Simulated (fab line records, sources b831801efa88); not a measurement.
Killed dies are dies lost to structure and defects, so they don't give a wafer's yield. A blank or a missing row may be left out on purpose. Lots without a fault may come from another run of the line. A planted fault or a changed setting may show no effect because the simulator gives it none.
A struck lot beside a sound one | flow sky130 | 16 steps out of a route of 708
Sound: wafers L611.3, L611.4, L611.5. Struck: wafer L627.6. (L627.3 of the same lot was not struck and is left out.) The cause comes at the end.
At each step with rows: each side's tool, then ch and its chambers, then its first start. Under that, the readings that differ: sound wafers | struck wafers | difference of the means | sigmas: that difference in standard deviations of wafers without a fault.
alike: readings whose means differ by less than 2 such deviations, and words and numbers that are the same on both sides. not compared: withheld readings, readings that some wafer has no value for, bounds like >300 that may hide the same value, and numbers for which the record gives no deviation and whose values overlap.
The two part at a step that has a row with sigmas, a row that says differs or no value, or rows on one side only. Numbers that don't overlap but have no deviation are shown without sigmas and don't part them. A reading that every wafer of one side lacks parts them only if that side has two wafers or more.

SKY_VIA3_CMP_02: polishes SiO2.
  sound on cmp-02 ch 2,3, day 38 16:20; struck on cmp-02 ch 2, day 43 17:02
  alike: motor_current_A, retaining_ring_pressure_frac
SKY_VIA3_BOW_MEAS_03:
  sound on film_metro-02, day 38 16:37; struck on film_metro-01, day 43 17:23
  alike: VIA3_BOW
then, 8 steps without rows for these wafers: SKY_VIA3_DEHYDRATE_04 (time 60 s); SKY_VIA3_HMDS_05 (prime time 60 s); SKY_VIA3_COAT_06 (resist thk 60 nm); SKY_VIA3_COAT_07 (resist thk 450 nm); SKY_VIA3_SOFTBAKE_08 (time 90 s); SKY_VIA3_EXPOSE_09 (exposes mask VIM3, target cd 200 nm); SKY_VIA3_PEB_10; SKY_VIA3_DEVELOP_11 (develop time 60 s).
SKY_VIA3_CD_MEAS_12: target cd 200 nm.
  sound on cd_sem-02, day 39 17:07; struck on cd_sem-01, day 44 16:12
  alike: cd_nm
SKY_VIA3_OVL_MEAS_13:
  sound on overlay-02, day 39 17:12; struck on overlay-02, day 44 16:17
  alike: VIA3_OVL
SKY_VIA3_ETCH_14: etches BARC in N2/H2, stops on SiO2, time 45.9 s, target depth 60 nm.
  sound on rie_diel-01 ch 1,2, day 39 17:14; struck on rie_diel-01 ch 0, day 44 16:19
  reading                                     | sound             | struck | difference | sigmas
  drypump_motor_current_A (A)                 | 6.2 5.9 6.2       | 5.0    | -1.1       | -3
  oes_product_au (a.u.)                       | 0.854 0.847 0.857 | 1.006  | +0.153     | +35
  run_length_s (s)                            | 75.0 74.2 75.1    | 64.0   | -10.8      | -26
  model.KrF-thick_of_VIA3_COAT_07.thk_nm (nm) | 392.7 393.1 393.2 | 404.6  | +11.6      |
  alike: throttle_valve_pct
  not compared: rf_hours_counter_h
SKY_VIA3_ETCH_15: etches SiO2 in C4F8/O2/Ar, stops on TiN, target depth 507 nm, time 78 s.
  sound on rie_diel-01 ch 1,2, day 39 17:16; struck on rie_diel-01 ch 0, day 44 16:22
  reading                                     | sound             | struck | difference | sigmas
  model.KrF-thick_of_VIA3_COAT_07.thk_nm (nm) | 291.6 291.6 292.1 | 301.9  | +10.1      |
  alike: oes_product_au, run_length_s
  not compared: rf_hours_counter_h
SKY_VIA3_STRIP_16: strips in O2/N2.
  sound on plasma_asher-04 ch 0,1, day 39 17:22; struck on plasma_asher-03 ch 0, day 44 16:27
  reading                      | sound             | struck | difference | sigmas
  strip_time_to_endpoint_s (s) | 4.145 4.144 4.117 | 4.241  | +0.106     | +4
  alike: drypump_motor_current_A, oes_product_au
  not compared: rf_hours_counter_h
then, 1 step without rows for these wafers: SKY_VIA3_STRIP_17 (strips in post etch residue remover, time 1200 s).

WHERE THEY PART
First at SKY_VIA3_ETCH_14; last, within this record, at SKY_VIA3_STRIP_16.

WHY: what the simulator had put in
Process parameter drift: rie_diel-01, from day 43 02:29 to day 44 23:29, at SKY_VIA3_ETCH_14. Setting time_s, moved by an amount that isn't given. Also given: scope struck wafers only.
